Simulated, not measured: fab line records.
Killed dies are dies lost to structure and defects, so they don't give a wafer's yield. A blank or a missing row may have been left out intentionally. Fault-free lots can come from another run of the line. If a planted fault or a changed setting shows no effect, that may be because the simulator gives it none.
Check of tool commonality -- flow sky130 -- 12 lots, 45 wafers sampled

## REASON IT WAS OPENED
SKY_FIELD_ISO_THK_MEAS_02, reading FIELD_ISO_OXIDATION_00_THK: flagged on 3 of 12 lots. Wafers without a fault read 12.16 nm, standard deviation 0.24.
Rule: a lot is flagged when every wafer of it that has a number lies more than 4 standard deviations from that mean, or none has a number. The rest of the lots are taken to be sound.

lot,measured,on,"FIELD_ISO_OXIDATION_00_THK (nm), wafer by wafer",flag
L668,day 1 12:49,film_metro-04,12.00 12.09 12.33,
L669,day 1 16:38,film_metro-04,12.09 12.38 12.02,
L670,day 1 23:07,film_metro-04,11.84 11.99 12.16,
L671,day 2 04:13,film_metro-04,12.31 11.89 12.15,
L672,day 2 07:38,film_metro-04,11.54 11.83 11.59,
L673,day 2 12:40,film_metro-03,11.96 11.63 11.85,
L674,day 2 17:39,film_metro-03,12.31 12.32 12.39,
L675,day 2 22:39,film_metro-02,12.37 12.29 12.14,
L683,day 4 16:14,film_metro-02,14.88 14.90 14.56 14.87 14.85 14.55,FLAGGED
L685,day 5 01:16,film_metro-02,15.41 15.43 15.44 15.41 15.50 15.39,FLAGGED
L687,day 5 10:38,film_metro-02,15.36 15.46 15.43 15.34 15.46 15.43,FLAGGED
L689,day 5 22:00,film_metro-04,12.42 12.16 12.31,
The mean of the flagged lots' numbers is 15.20 nm, +3.04 nm from the usual (+13 standard deviations).

## TOOL THAT RAN EACH LOT
0 process steps preceding the reading are held in the record, out of 708 steps in the route. In each cell: the tool, then ch and the chambers that the sampled wafers went through, then the start.
lot,flag
L668,
L669,
L670,
L671,
L672,
L673,
L674,
L675,
L683,FLAGGED
L685,FLAGGED
L687,FLAGGED
L689,
What the steps here do:
- SKY_FIELD_ISO_THK_MEAS_02

## FLAGGED AGAINST TOTAL, ONE TOOL AT A TIME (gauges that did the reading follow at the end)
step,tool,lots run,flagged,share of the flagged lots,sound lots run after its first flagged lot
SKY_FIELD_ISO_THK_MEAS_02,film_metro-02,4,3,all,0
SKY_FIELD_ISO_THK_MEAS_02,film_metro-03,2,0,none,-
SKY_FIELD_ISO_THK_MEAS_02,film_metro-04,6,0,none,-

## THE TABLE: WHAT IT ALLOWS
In the table, 1 row covers all flagged lots: film_metro-02 at SKY_FIELD_ISO_THK_MEAS_02.
- film_metro-02 at SKY_FIELD_ISO_THK_MEAS_02 ran 4 lots, 3 of them flagged. Its last sound lot is L675 (day 2 22:39), its first flagged lot L683 (day 4 16:14): a fault that began between those two fits.
Just one tool remains: film_metro-02 at SKY_FIELD_ISO_THK_MEAS_02.

## WHAT WAS PUT IN BY THE SIMULATOR
Metrology matching offset: film_metro-02, from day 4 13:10 on, at SKY_FIELD_ISO_THK_MEAS_02. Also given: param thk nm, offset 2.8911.
Struck lots among those shown: L683, L685, L687. The rule given above showed the same thing.
